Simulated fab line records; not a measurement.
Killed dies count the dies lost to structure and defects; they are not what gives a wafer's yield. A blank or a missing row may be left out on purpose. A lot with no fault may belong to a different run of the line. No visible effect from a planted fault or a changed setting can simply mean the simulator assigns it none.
The tool behind it: which one? :: flow gf180mcu :: Sampling: 11 lots, 33 wafers, 6 of 602 route steps

WHAT THE GAUGES READ, wafer by wafer
GF_HV_LDD_CD_MEAS_31: target cd 400 nm.
lot: L305
measured: day 12 02:16
on: cdSem-01
cdNm (nm): 401.6 402.5 405.0

lot: L306
measured: day 12 08:10
on: cdSem-01
cdNm (nm): 403.6 400.8 403.1

lot: L307
measured: day 12 12:25
on: cdSem-01
cdNm (nm): 397.8 398.0 398.8

lot: L312
measured: day 14 13:54
on: cdSem-01
cdNm (nm): 400.9 398.7 398.3

lot: L313
measured: day 14 19:00
on: cdSem-02
cdNm (nm): 401.3 400.4 402.0

lot: L316
measured: day 16 00:05
on: cdSem-01
cdNm (nm): 400.7 400.4 401.2

lot: L323
measured: day 18 01:14
on: cdSem-02
cdNm (nm): 395.6 394.2 396.8

lot: L324
measured: day 18 10:24
on: cdSem-01
cdNm (nm): 402.1 400.6 400.0

lot: L325
measured: day 18 17:15
on: cdSem-01
cdNm (nm): 402.4 402.2 403.0

lot: L326
measured: day 19 05:47
on: cdSem-01
cdNm (nm): 398.7 398.1 399.0

lot: L327
measured: day 19 10:23
on: cdSem-02
cdNm (nm): 397.9 398.4 398.2

GF_HV_LDD_OVL_MEAS_32.
lot: L305
measured: day 12 02:22
on: overlay-02
HV_LDD_02_OVL (nm): 0.7 0.4 1.0

lot: L306
measured: day 12 08:16
on: overlay-01
HV_LDD_02_OVL (nm): 1.5 2.2 1.3

lot: L307
measured: day 12 12:32
on: overlay-01
HV_LDD_02_OVL (nm): -1.0 -0.8 -0.6

lot: L312
measured: day 14 14:01
on: overlay-02
HV_LDD_02_OVL (nm): 4.2 2.8 3.3

lot: L313
measured: day 14 19:07
on: overlay-02
HV_LDD_02_OVL (nm): 0.2 1.2 -0.2

lot: L316
measured: day 16 00:12
on: overlay-02
HV_LDD_02_OVL (nm): 0.8 0.6 0.5

lot: L323
measured: day 18 01:21
on: overlay-01
HV_LDD_02_OVL (nm): -1.1 -0.8 -2.2

lot: L324
measured: day 18 10:31
on: overlay-02
HV_LDD_02_OVL (nm): 2.9 0.5 2.6

lot: L325
measured: day 18 17:22
on: overlay-02
HV_LDD_02_OVL (nm): 1.3 1.6 0.3

lot: L326
measured: day 19 05:53
on: overlay-01
HV_LDD_02_OVL (nm): 0.2 1.4 1.7

lot: L327
measured: day 19 10:31
on: overlay-01
HV_LDD_02_OVL (nm): 0.4 -2.1 0.6

GF_PSD_RS_MEAS_14: uses a four-point probe to measure.
lot: L305
measured: day 14 19:20
on: filmMetro-01
NSD_RS (ohm/sq): 46.16 46.12 46.20

lot: L306
measured: day 15 02:41
on: filmMetro-04
NSD_RS (ohm/sq): 46.11 46.06 46.14

lot: L307
measured: day 15 07:40
on: filmMetro-04
NSD_RS (ohm/sq): 46.09 46.03 46.00

lot: L312
measured: day 17 13:29
on: filmMetro-04
NSD_RS (ohm/sq): 46.18 46.09 46.16

lot: L313
measured: day 17 20:45
on: filmMetro-03
NSD_RS (ohm/sq): 58.88 58.97 59.04

lot: L316
measured: day 19 04:29
on: filmMetro-03
NSD_RS (ohm/sq): 58.98 59.23 58.69

lot: L323
measured: day 21 06:59
on: filmMetro-04
NSD_RS (ohm/sq): 46.07 46.14 46.10

lot: L324
measured: day 21 15:33
on: filmMetro-04
NSD_RS (ohm/sq): 46.22 46.11 46.10

lot: L325
measured: day 21 22:23
on: filmMetro-01
NSD_RS (ohm/sq): 46.07 46.10 46.11

lot: L326
measured: day 22 10:55
on: filmMetro-01
NSD_RS (ohm/sq): 46.13 45.99 45.98

lot: L327
measured: day 22 15:10
on: filmMetro-04
NSD_RS (ohm/sq): 46.14 46.01 45.99

EACH LOT AND THE TOOL THAT RAN IT (in order: tool; ch and the chambers of the sampled wafers; start)
lot: L305
GF_HV_LDD_STRIP_10: plasmaAsher-01 ch 1, day 10 12:53
GF_NSD_IMPLANT_09: implanter-03 ch 0, day 13 21:38
GF_NSD_STRIP_11: plasmaAsher-02 ch 0,1, day 13 21:55

lot: L306
GF_HV_LDD_STRIP_10: plasmaAsher-03 ch 0,1, day 10 19:14
GF_NSD_IMPLANT_09: implanter-02 ch 0, day 14 04:47
GF_NSD_STRIP_11: plasmaAsher-04 ch 0,1, day 14 05:04

lot: L307
GF_HV_LDD_STRIP_10: plasmaAsher-01 ch 0,1, day 10 23:14
GF_NSD_IMPLANT_09: implanter-01 ch 0, day 14 08:43
GF_NSD_STRIP_11: plasmaAsher-04 ch 1, day 14 09:01

lot: L312
GF_HV_LDD_STRIP_10: plasmaAsher-01 ch 0,1, day 12 20:01
GF_NSD_IMPLANT_09: implanter-02 ch 0, day 16 13:43
GF_NSD_STRIP_11: plasmaAsher-04 ch 0,1, day 16 14:01

lot: L313
GF_HV_LDD_STRIP_10: plasmaAsher-01 ch 0,1, day 13 01:52
GF_NSD_IMPLANT_09: implanter-02 ch 0, day 16 20:02
GF_NSD_STRIP_11: plasmaAsher-02 ch 0,1, day 16 20:19

lot: L316
GF_HV_LDD_STRIP_10: plasmaAsher-04 ch 0,1, day 14 04:32
GF_NSD_IMPLANT_09: implanter-02 ch 0, day 18 03:25
GF_NSD_STRIP_11: plasmaAsher-04 ch 0,1, day 18 03:43

lot: L323
GF_HV_LDD_STRIP_10: plasmaAsher-03 ch 0,1, day 16 02:56
GF_NSD_IMPLANT_09: implanter-02 ch 0, day 20 07:04
GF_NSD_STRIP_11: plasmaAsher-02 ch 0,1, day 20 07:22

lot: L324
GF_HV_LDD_STRIP_10: plasmaAsher-04 ch 0,1, day 16 10:38
GF_NSD_IMPLANT_09: implanter-01 ch 0, day 20 15:07
GF_NSD_STRIP_11: plasmaAsher-03 ch 0,1, day 20 15:24

lot: L325
GF_HV_LDD_STRIP_10: plasmaAsher-03 ch 0,1, day 16 17:06
GF_NSD_IMPLANT_09: implanter-01 ch 0, day 20 21:53
GF_NSD_STRIP_11: plasmaAsher-02 ch 0,1, day 20 22:10

lot: L326
GF_HV_LDD_STRIP_10: plasmaAsher-01 ch 0,1, day 17 05:10
GF_NSD_IMPLANT_09: implanter-02 ch 0, day 21 10:31
GF_NSD_STRIP_11: plasmaAsher-04 ch 0,1, day 21 10:47

lot: L327
GF_HV_LDD_STRIP_10: plasmaAsher-01 ch 0, day 17 09:48
GF_NSD_IMPLANT_09: implanter-03 ch 0, day 21 14:36
GF_NSD_STRIP_11: plasmaAsher-04 ch 0,1, day 21 14:54
- GF_HV_LDD_STRIP_10: strips in O2/N2.
- GF_NSD_IMPLANT_09
- GF_NSD_STRIP_11: strips in O2/N2.

AS READ BY THE TOOLS THEMSELVES (means over the sampled wafers that have a number; for cases with no such wafer, the mark the record gives instead)
GF_HV_LDD_STRIP_10.
lot: L305
tool: plasmaAsher-01
chamberPressureMTorr (mTorr): 1499.9
drypumpMotorCurrentA (A): 5.2
heaterPowerW (W): 338
oesProductAu (a.u.): 0.716
stripTimeToEndpointS (s): 12.660

lot: L306
tool: plasmaAsher-03
chamberPressureMTorr (mTorr): 1501.0
drypumpMotorCurrentA (A): 5.8
heaterPowerW (W): 334
oesProductAu (a.u.): 0.715
stripTimeToEndpointS (s): 12.611

lot: L307
tool: plasmaAsher-01
chamberPressureMTorr (mTorr): 1499.3
drypumpMotorCurrentA (A): 5.9
heaterPowerW (W): 315
oesProductAu (a.u.): 0.714
stripTimeToEndpointS (s): 12.650

lot: L312
tool: plasmaAsher-01
chamberPressureMTorr (mTorr): 1499.4
drypumpMotorCurrentA (A): 5.8
heaterPowerW (W): 320
oesProductAu (a.u.): 0.720
stripTimeToEndpointS (s): 12.670

lot: L313
tool: plasmaAsher-01
chamberPressureMTorr (mTorr): 1500.9
drypumpMotorCurrentA (A): 5.5
heaterPowerW (W): 331
oesProductAu (a.u.): 0.717
stripTimeToEndpointS (s): 12.613

lot: L316
tool: plasmaAsher-04
chamberPressureMTorr (mTorr): 1500.6
drypumpMotorCurrentA (A): 5.4
heaterPowerW (W): 285
oesProductAu (a.u.): 0.714
stripTimeToEndpointS (s): 12.662

lot: L323
tool: plasmaAsher-03
chamberPressureMTorr (mTorr): 1500.5
drypumpMotorCurrentA (A): 5.6
heaterPowerW (W): 364
oesProductAu (a.u.): 0.713
stripTimeToEndpointS (s): 12.619

lot: L324
tool: plasmaAsher-04
chamberPressureMTorr (mTorr): 1500.6
drypumpMotorCurrentA (A): 5.6
heaterPowerW (W): 300
oesProductAu (a.u.): 0.711
stripTimeToEndpointS (s): 12.621

lot: L325
tool: plasmaAsher-03
chamberPressureMTorr (mTorr): 1501.1
drypumpMotorCurrentA (A): 5.6
heaterPowerW (W): 371
oesProductAu (a.u.): 0.709
stripTimeToEndpointS (s): 12.640

lot: L326
tool: plasmaAsher-01
chamberPressureMTorr (mTorr): 1501.2
drypumpMotorCurrentA (A): 5.9
heaterPowerW (W): 317
oesProductAu (a.u.): 0.718
stripTimeToEndpointS (s): 12.683

lot: L327
tool: plasmaAsher-01
chamberPressureMTorr (mTorr): 1498.8
drypumpMotorCurrentA (A): 6.1
heaterPowerW (W): 303
oesProductAu (a.u.): 0.714
stripTimeToEndpointS (s): 12.666

GF_NSD_IMPLANT_09.
lot: L305
tool: implanter-03
beamOnS (s): 16.4
doseIonsCm2: 3.996e+15
faradayCurrentUA: 13290

lot: L306
tool: implanter-02
beamOnS (s): 18.7
doseIonsCm2: 4.007e+15
faradayCurrentUA: 11709

lot: L307
tool: implanter-01
beamOnS (s): 17.9
doseIonsCm2: 4.004e+15
faradayCurrentUA: 12260

lot: L312
tool: implanter-02
beamOnS (s): 19.0
doseIonsCm2: 3.997e+15
faradayCurrentUA: 11520

lot: L313
tool: implanter-02
beamOnS (s): 9.8
doseIonsCm2: 1.565e+15
faradayCurrentUA: 8772

lot: L316
tool: implanter-02
beamOnS (s): 10.1
doseIonsCm2: 1.562e+15
faradayCurrentUA: 8520

lot: L323
tool: implanter-02
beamOnS (s): 18.8
doseIonsCm2: 3.997e+15
faradayCurrentUA: 11687

lot: L324
tool: implanter-01
beamOnS (s): 18.0
doseIonsCm2: 3.996e+15
faradayCurrentUA: 12151

lot: L325
tool: implanter-01
beamOnS (s): 18.1
doseIonsCm2: 4.003e+15
faradayCurrentUA: 12119

lot: L326
tool: implanter-02
beamOnS (s): 18.9
doseIonsCm2: 4.000e+15
faradayCurrentUA: 11594

lot: L327
tool: implanter-03
beamOnS (s): 16.4
doseIonsCm2: 4.000e+15
faradayCurrentUA: 13319

GF_NSD_STRIP_11.
lot: L305
tool: plasmaAsher-02
chamberPressureMTorr (mTorr): 1500.6
drypumpMotorCurrentA (A): 6.0
heaterPowerW (W): 344
oesProductAu (a.u.): 0.482
stripTimeToEndpointS (s): 22.94

lot: L306
tool: plasmaAsher-04
chamberPressureMTorr (mTorr): 1500.3
drypumpMotorCurrentA (A): 5.6
heaterPowerW (W): 304
oesProductAu (a.u.): 0.489
stripTimeToEndpointS (s): 22.93

lot: L307
tool: plasmaAsher-04
chamberPressureMTorr (mTorr): 1500.6
drypumpMotorCurrentA (A): 5.8
heaterPowerW (W): 313
oesProductAu (a.u.): 0.490
stripTimeToEndpointS (s): 22.95

lot: L312
tool: plasmaAsher-04
chamberPressureMTorr (mTorr): 1501.0
drypumpMotorCurrentA (A): 5.4
heaterPowerW (W): 293
oesProductAu (a.u.): 0.488
stripTimeToEndpointS (s): 22.98

lot: L313
tool: plasmaAsher-02
chamberPressureMTorr (mTorr): 1499.0
drypumpMotorCurrentA (A): 6.1
heaterPowerW (W): 343
oesProductAu (a.u.): 0.531
stripTimeToEndpointS (s): 19.53

lot: L316
tool: plasmaAsher-04
chamberPressureMTorr (mTorr): 1499.6
drypumpMotorCurrentA (A): 5.6
heaterPowerW (W): 302
oesProductAu (a.u.): 0.530
stripTimeToEndpointS (s): 19.50

lot: L323
tool: plasmaAsher-02
chamberPressureMTorr (mTorr): 1499.9
drypumpMotorCurrentA (A): 6.1
heaterPowerW (W): 340
oesProductAu (a.u.): 0.483
stripTimeToEndpointS (s): 22.95

lot: L324
tool: plasmaAsher-03
chamberPressureMTorr (mTorr): 1499.0
drypumpMotorCurrentA (A): 5.8
heaterPowerW (W): 328
oesProductAu (a.u.): 0.488
stripTimeToEndpointS (s): 22.92

lot: L325
tool: plasmaAsher-02
chamberPressureMTorr (mTorr): 1499.8
drypumpMotorCurrentA (A): 5.7
heaterPowerW (W): 312
oesProductAu (a.u.): 0.488
stripTimeToEndpointS (s): 22.96

lot: L326
tool: plasmaAsher-04
chamberPressureMTorr (mTorr): 1499.5
drypumpMotorCurrentA (A): 5.6
heaterPowerW (W): 300
oesProductAu (a.u.): 0.490
stripTimeToEndpointS (s): 22.97

lot: L327
tool: plasmaAsher-04
chamberPressureMTorr (mTorr): 1500.2
drypumpMotorCurrentA (A): 5.4
heaterPowerW (W): 291
oesProductAu (a.u.): 0.487
stripTimeToEndpointS (s): 22.93

THE ANSWER, worked out from the rows above alone
Rule: usual is defined by the lots themselves. The widest of any qualifying gaps counts: lots, ordered by their means at a reading, are off when they make up no more than a third of the lots, leave a main group of 4 or more, and stand apart from it by 3 or more times the standard deviation of that group's means. If all means in a main group match to the digits the tables above print for the reading, that group is not used. Also off: a lot with no number at a reading for which 4 or more lots have one. Any other lot the step has rows for is counted as sound. The gauges are gone through in route order, then the tools' own readings, and for those a lot's mean is taken as printed above. The first step at which some lot is off is used, and at that step the reading that is off furthest; a lot without a number counts as furthest.
Off: at GF_PSD_RS_MEAS_14 (NSD_RS), L313, L316. Mean 46.10 ohm/sq and standard deviation 0.045 in the main group.
A tool fits if, at a process step before that reading, it ran every lot that is off, and no sound lot after the first of them. Not tried: the gauges at GF_PSD_RS_MEAS_14; whatever is off there is also off at GF_NSD_IMPLANT_09, on other tools, and gauge error can't account for it. Of those tried, none fits.

WHAT THE SIMULATOR PUT IN
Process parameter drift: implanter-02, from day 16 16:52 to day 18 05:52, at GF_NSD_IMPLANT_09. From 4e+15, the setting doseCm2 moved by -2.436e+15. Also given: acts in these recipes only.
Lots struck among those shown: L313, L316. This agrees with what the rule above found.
